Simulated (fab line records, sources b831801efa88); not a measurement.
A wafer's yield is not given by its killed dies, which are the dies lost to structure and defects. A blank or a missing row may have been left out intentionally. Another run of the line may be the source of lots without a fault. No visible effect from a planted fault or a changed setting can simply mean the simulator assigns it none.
What tool caused it? :: flow sky130 :: Sampling: 14 lots, 42 wafers, 5 of 708 route steps

## WHAT THE GAUGES SHOWED, per wafer
SKY_LDD_P_OVL_MEAS_08. Usual: LDD_P_OVL gives -0.3 nm (standard deviation 1.4).
lot: L177
measured: day 19 07:27
on: overlay-02
LDD_P_OVL (nm): -0.2 0.0 -2.7
flag: 

lot: L178
measured: day 19 17:15
on: overlay-01
LDD_P_OVL (nm): 0.5 2.5 1.5
flag: 

lot: L179
measured: day 20 13:41
on: overlay-01
LDD_P_OVL (nm): 0.6 -1.8 -0.3
flag: 

lot: L180
measured: day 20 23:56
on: overlay-01
LDD_P_OVL (nm): 0.1 1.5 1.4
flag: 

lot: L181
measured: day 21 07:49
on: overlay-01
LDD_P_OVL (nm): 1.2 1.4 -0.5
flag: 

lot: L182
measured: day 21 20:12
on: overlay-02
LDD_P_OVL (nm): -1.4 -2.7 -0.8
flag: 

lot: L183
measured: day 22 05:24
on: overlay-02
LDD_P_OVL (nm): -1.5 -1.2 -1.7
flag: 

lot: L184
measured: day 22 16:50
on: overlay-01
LDD_P_OVL (nm): 0.1 0.6 2.9
flag: 

lot: L186
measured: day 23 02:00
on: overlay-02
LDD_P_OVL (nm): -0.2 1.1 0.8
flag: 

lot: L188
measured: day 24 04:14
on: overlay-01
LDD_P_OVL (nm): 0.3 0.7 0.4
flag: 

lot: L190
measured: day 24 18:29
on: overlay-01
LDD_P_OVL (nm): -1.2 0.3 -0.8
flag: 

lot: L193
measured: day 25 20:08
on: overlay-01
LDD_P_OVL (nm): 0.3 -1.6 -0.6
flag: 

lot: L194
measured: day 26 04:37
on: overlay-02
LDD_P_OVL (nm): -0.2 0.2 -2.3
flag: 

lot: L198
measured: day 27 07:22
on: overlay-02
LDD_P_OVL (nm): -2.6 -1.4 -2.0
flag: 

SKY_LDD_HVN_OVL_MEAS_07. Usual: LDD_HVN_OVL gives 0.2 nm (standard deviation 1.3).
lot: L177
measured: day 20 15:11
on: overlay-02
LDD_HVN_OVL (nm): -0.4 -1.2 -1.3
flag: 

lot: L178
measured: day 21 01:34
on: overlay-02
LDD_HVN_OVL (nm): -1.6 -1.9 -0.1
flag: 

lot: L179
measured: day 21 21:09
on: overlay-01
LDD_HVN_OVL (nm): -74.5 -73.8 -74.7 -75.2 -75.0 -75.5
flag: OFF

lot: L180
measured: day 22 07:32
on: overlay-01
LDD_HVN_OVL (nm): -0.9 -1.3 -0.5
flag: 

lot: L181
measured: day 22 15:45
on: overlay-02
LDD_HVN_OVL (nm): -0.6 -1.4 -0.5
flag: 

lot: L182
measured: day 23 04:03
on: overlay-01
LDD_HVN_OVL (nm): -74.3 -74.0 -75.1 -75.7 -75.3 -76.5
flag: OFF

lot: L183
measured: day 23 13:00
on: overlay-02
LDD_HVN_OVL (nm): -75.6 -74.5 -73.3 -76.7 -75.3 -74.7
flag: OFF

lot: L184
measured: day 24 00:05
on: overlay-01
LDD_HVN_OVL (nm): 2.6 0.5 -1.2
flag: 

lot: L186
measured: day 24 08:34
on: overlay-02
LDD_HVN_OVL (nm): -75.1 -75.5 -75.9 -76.5 -76.1 -77.4
flag: OFF

lot: L188
measured: day 25 10:30
on: overlay-02
LDD_HVN_OVL (nm): 0.9 1.6 0.6
flag: 

lot: L190
measured: day 26 00:17
on: overlay-02
LDD_HVN_OVL (nm): 0.3 1.6 1.0
flag: 

lot: L193
measured: day 27 02:20
on: overlay-02
LDD_HVN_OVL (nm): 0.4 0.4 0.8
flag: 

lot: L194
measured: day 27 10:03
on: overlay-01
LDD_HVN_OVL (nm): 2.1 0.5 0.9
flag: 

lot: L198
measured: day 28 13:02
on: overlay-01
LDD_HVN_OVL (nm): -0.1 1.4 2.0
flag: 

SKY_LDD_HVP_TW_MEAS_10. Usual: LDD_HVP_TW gives 456.8 (standard deviation 2.4).
lot: L177
measured: day 21 23:01
on: film-metro-03
LDD_HVP_TW: 456.9 457.0 454.3
flag: 

lot: L178
measured: day 22 09:22
on: film-metro-04
LDD_HVP_TW: 455.6 457.7 453.4
flag: 

lot: L180
measured: day 23 15:31
on: film-metro-03
LDD_HVP_TW: 453.2 454.3 455.3
flag: 

lot: L181
measured: day 23 23:15
on: film-metro-02
LDD_HVP_TW: 456.2 457.9 459.8
flag: 

lot: L184
measured: day 25 07:27
on: film-metro-02
LDD_HVP_TW: 458.1 454.9 456.6
flag: 

lot: L188
measured: day 26 16:50
on: film-metro-02
LDD_HVP_TW: 456.8 458.2 454.8
flag: 

lot: L190
measured: day 27 06:26
on: film-metro-04
LDD_HVP_TW: 456.0 456.7 456.4
flag: 

lot: L193
measured: day 28 07:56
on: film-metro-04
LDD_HVP_TW: 461.3 457.6 461.3
flag: 

lot: L194
measured: day 28 15:51
on: film-metro-04
LDD_HVP_TW: 458.8 462.6 459.6
flag: 

lot: L198
measured: day 29 18:09
on: film-metro-02
LDD_HVP_TW: 453.2 453.8 453.7
flag: 

## EACH LOT AND THE TOOL THAT RAN IT (in order: tool; ch and the chambers of the sampled wafers; start)
lot: L177
SKY_POLY_GATE_ETCH_17: rie-si-01 ch 1,2,3, day 16 15:57
SKY_LDD_HVN_EXPOSE_04: iline-stepper-01 ch 0, day 19 23:58

lot: L178
SKY_POLY_GATE_ETCH_17: rie-si-02 ch 1,2, day 17 01:06
SKY_LDD_HVN_EXPOSE_04: iline-stepper-01 ch 0, day 20 10:18

lot: L179
SKY_POLY_GATE_ETCH_17: rie-si-01 ch 1,3, day 17 20:18
SKY_LDD_HVN_EXPOSE_04: iline-stepper-01 ch 0, day 21 05:35

lot: L180
SKY_POLY_GATE_ETCH_17: rie-si-01 ch 2,3, day 18 05:29
SKY_LDD_HVN_EXPOSE_04: iline-stepper-02 ch 0, day 21 16:28

lot: L181
SKY_POLY_GATE_ETCH_17: rie-si-02 ch 0,3, day 18 14:32
SKY_LDD_HVN_EXPOSE_04: iline-stepper-02 ch 0, day 21 23:58

lot: L182
SKY_POLY_GATE_ETCH_17: rie-si-02 ch 0,2, day 18 22:19
SKY_LDD_HVN_EXPOSE_04: iline-stepper-01 ch 0, day 22 12:13

lot: L183
SKY_POLY_GATE_ETCH_17: rie-si-02 ch 0,1,2, day 19 11:14
SKY_LDD_HVN_EXPOSE_04: iline-stepper-01 ch 0, day 22 21:55

lot: L184
SKY_POLY_GATE_ETCH_17: rie-si-01 ch 0,1,2, day 19 21:53
SKY_LDD_HVN_EXPOSE_04: iline-stepper-02 ch 0, day 23 09:05

lot: L186
SKY_POLY_GATE_ETCH_17: rie-si-01 ch 1,2, day 20 08:24
SKY_LDD_HVN_EXPOSE_04: iline-stepper-01 ch 0, day 23 17:22

lot: L188
SKY_POLY_GATE_ETCH_17: rie-si-02 ch 0,1,3, day 21 10:27
SKY_LDD_HVN_EXPOSE_04: iline-stepper-02 ch 0, day 24 19:30

lot: L190
SKY_POLY_GATE_ETCH_17: rie-si-01 ch 0,2,3, day 22 01:19
SKY_LDD_HVN_EXPOSE_04: iline-stepper-02 ch 0, day 25 10:07

lot: L193
SKY_POLY_GATE_ETCH_17: rie-si-01 ch 1,2,3, day 23 01:51
SKY_LDD_HVN_EXPOSE_04: iline-stepper-02 ch 0, day 26 11:17

lot: L194
SKY_POLY_GATE_ETCH_17: rie-si-02 ch 0,2,3, day 23 12:01
SKY_LDD_HVN_EXPOSE_04: iline-stepper-02 ch 0, day 26 20:02

lot: L198
SKY_POLY_GATE_ETCH_17: rie-si-02 ch 1,2,3, day 24 17:18
SKY_LDD_HVN_EXPOSE_04: iline-stepper-02 ch 0, day 27 22:46
- SKY_POLY_GATE_ETCH_17: etches poly-Si in HBr/Cl2, stops on SiO2, target depth 180 nm, time 70.5 s.
- SKY_LDD_HVN_EXPOSE_04: exposes mask HVNTM, target cd 700 nm.

## AS READ BY THE TOOLS THEMSELVES (means over the sampled wafers that have a number; for cases with no such wafer, the mark the record gives instead)
SKY_POLY_GATE_ETCH_17. Usual: bias-w 100.03 W, standard deviation 0.26; drypump-motor-current-A 6.0 A, standard deviation 0.55; oes-product-au 0.987 a.u., standard deviation 0.0071; throttle-valve-pct 33.685 %, standard deviation 0.0093.
lot: L177
tool: rie-si-01
bias-w (W): 100.11
drypump-motor-current-A (A): 6.3
oes-product-au (a.u.): 0.992
throttle-valve-pct (%): 33.688
flag: 

lot: L178
tool: rie-si-02
bias-w (W): 100.04
drypump-motor-current-A (A): 5.6
oes-product-au (a.u.): 0.980
throttle-valve-pct (%): 33.695
flag: 

lot: L179
tool: rie-si-01
bias-w (W): 100.18
drypump-motor-current-A (A): 5.9
oes-product-au (a.u.): 0.982
throttle-valve-pct (%): 33.681
flag: 

lot: L180
tool: rie-si-01
bias-w (W): 99.90
drypump-motor-current-A (A): 6.3
oes-product-au (a.u.): 0.984
throttle-valve-pct (%): 33.679
flag: 

lot: L181
tool: rie-si-02
bias-w (W): 99.96
drypump-motor-current-A (A): 6.6
oes-product-au (a.u.): 0.987
throttle-valve-pct (%): 33.694
flag: 

lot: L182
tool: rie-si-02
bias-w (W): 100.14
drypump-motor-current-A (A): 5.7
oes-product-au (a.u.): 0.986
throttle-valve-pct (%): 33.688
flag: 

lot: L183
tool: rie-si-02
bias-w (W): 99.73
drypump-motor-current-A (A): 5.8
oes-product-au (a.u.): 0.994
throttle-valve-pct (%): 33.686
flag: 

lot: L184
tool: rie-si-01
bias-w (W): 99.96
drypump-motor-current-A (A): 6.0
oes-product-au (a.u.): 0.979
throttle-valve-pct (%): 33.692
flag: 

lot: L186
tool: rie-si-01
bias-w (W): 99.74
drypump-motor-current-A (A): 6.5
oes-product-au (a.u.): 0.987
throttle-valve-pct (%): 33.685
flag: 

lot: L188
tool: rie-si-02
bias-w (W): 99.96
drypump-motor-current-A (A): 6.3
oes-product-au (a.u.): 0.994
throttle-valve-pct (%): 33.684
flag: 

lot: L190
tool: rie-si-01
bias-w (W): 100.03
drypump-motor-current-A (A): 6.1
oes-product-au (a.u.): 0.989
throttle-valve-pct (%): 33.679
flag: 

lot: L193
tool: rie-si-01
bias-w (W): 100.39
drypump-motor-current-A (A): 6.3
oes-product-au (a.u.): 0.989
throttle-valve-pct (%): 33.677
flag: 

lot: L194
tool: rie-si-02
bias-w (W): 100.02
drypump-motor-current-A (A): 6.2
oes-product-au (a.u.): 0.994
throttle-valve-pct (%): 33.689
flag: 

lot: L198
tool: rie-si-02
bias-w (W): 99.78
drypump-motor-current-A (A): 5.9
oes-product-au (a.u.): 0.980
throttle-valve-pct (%): 33.683
flag: 

## THE ANSWER, worked out from the rows above alone
Rule: lot off if the mean of its wafers having a number is beyond 3 standard deviations from the usual mean. A lot without any number at a reading at which 4 lots or more have one is off too. Any other lot the step has rows for is counted as sound. After the gauges, taken in route order, come the tools' own readings; for these a lot's mean is taken, as printed above. The first step at which some lot is off is used, and at that step the reading that is off furthest; a lot without a number counts as furthest.
Off: at SKY_LDD_HVN_OVL_MEAS_07 (LDD_HVN_OVL), L179, L182, L183, L186.
A tool fits if, at a process step before that reading, it ran every lot that is off, and no sound lot after the first of them. Those tools and the gauges at SKY_LDD_HVN_OVL_MEAS_07 are tried in the same way. One fits: iline-stepper-01 at SKY_LDD_HVN_EXPOSE_04. Its last sound lot is L178 (day 20 10:18), its first lot that is off L179 (day 21 05:35): a fault that began between those two fits.

## WHAT WAS PUT IN BY THE SIMULATOR
Scanner matching overlay: iline-stepper-01, from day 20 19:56 on, at SKY_LDD_HVN_EXPOSE_04. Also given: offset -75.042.
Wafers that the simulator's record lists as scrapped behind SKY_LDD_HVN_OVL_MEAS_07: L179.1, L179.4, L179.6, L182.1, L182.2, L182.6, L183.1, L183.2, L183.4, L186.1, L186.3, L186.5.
Shown lots that were struck: L179, L182, L183, L186. Same finding as the rule above.
